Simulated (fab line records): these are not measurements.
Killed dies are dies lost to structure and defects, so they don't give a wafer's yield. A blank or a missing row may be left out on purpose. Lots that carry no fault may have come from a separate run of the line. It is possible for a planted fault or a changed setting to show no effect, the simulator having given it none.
One fault through the eyes of 2 desks	flow sky130	each desk holds nothing but its own numbers, with what lay behind them at the end

## THE TOOL OWNER'S DESK: iline_stepper-02
The tool's own readings at SKY_GATE_OXIDE_EXPOSE_07 (exposes mask LVOM, target cd 600 nm): means of the sampled wafers that have a number, for each lot that ran on this tool. Marked OUT: a lot whose mean sits more than 4 standard deviations from the usual mean, which makes it out of limits; the brackets give that distance.
Columns: A = focus_offset_nm at SKY_GATE_OXIDE_EXPOSE_07, usual -0.1 nm
lot	first seen here	A
L389	day 12 23:04	-0.7
L398	day 16 05:23	-0.8
L399	day 16 15:07	-0.2
L400	day 16 22:40	-0.5
L401	day 17 13:35	0.2
This desk's finding: nothing out of limits on any of the 5 lots.

## THE METROLOGY DESK
Lot by lot, what the gauges showed, no matter which tool ran the lot: averages of those sampled wafers that carry a number. Marked OUT: a lot whose mean sits more than 4 standard deviations from the usual mean, which makes it out of limits; the brackets give that distance.
Columns: A = GATE_OXIDE_OVL at SKY_GATE_OXIDE_OVL_MEAS_10, usual 0.5 nm; B = cd_nm at SKY_LDD_P_CD_MEAS_07, usual 380.1 nm; C = CONTACT_HDPCVD_THK at SKY_CONTACT_THK_MEAS_03, usual 565 nm
lot	first seen here	A	B	C
L389	day 13 11:11	1.3	381.9	569
L390	day 14 02:43	1.3	379.9	566
L391	day 14 15:50	-0.5	382.7	560
L394	day 15 11:29	1.3	377.6	569
L395	day 15 22:14	0.9	381.0	563
L398	day 16 19:44	157.1 (+99 or more) OUT	-	-
L399	day 17 05:25	160.3 (+99 or more) OUT	-	-
L400	day 17 12:22	155.2 (+99 or more) OUT	-	-
L401	day 18 04:25	159.0 (+99 or more) OUT	-	-
L404	day 19 09:41	0.7	378.3	568
L410	day 21 06:11	0.5	379.9	564
L412	day 22 13:33	-0.5	378.8	572
This desk's result: L398, L399, L400, L401 out of limits, first on L398 (GATE_OXIDE_OVL at SKY_GATE_OXIDE_OVL_MEAS_10), day 16 19:44. Within limits: L389, L390, L391, L394, L395, L404, L410, L412.

## BROUGHT TOGETHER
The metrology desk could have raised an alarm at day 16 19:44, on L398, L399, L400, L401.
Nothing out of limits was seen by the tool owner's desk.
Tool owner's desk: L398, L399, L400, L401 on record, inside its limits.
The lots listed all ran SKY_GATE_OXIDE_EXPOSE_07 on iline_stepper-02.

## WHAT HAD BEEN PUT IN BY THE SIMULATOR
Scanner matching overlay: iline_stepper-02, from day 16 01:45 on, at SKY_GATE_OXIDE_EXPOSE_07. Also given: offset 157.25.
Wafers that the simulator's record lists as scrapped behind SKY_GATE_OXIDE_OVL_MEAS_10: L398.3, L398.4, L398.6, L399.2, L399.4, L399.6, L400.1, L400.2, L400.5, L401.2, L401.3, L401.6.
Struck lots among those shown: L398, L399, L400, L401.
Hours from the fault's start to each desk's first reading out of limits: the metrology desk, 18.
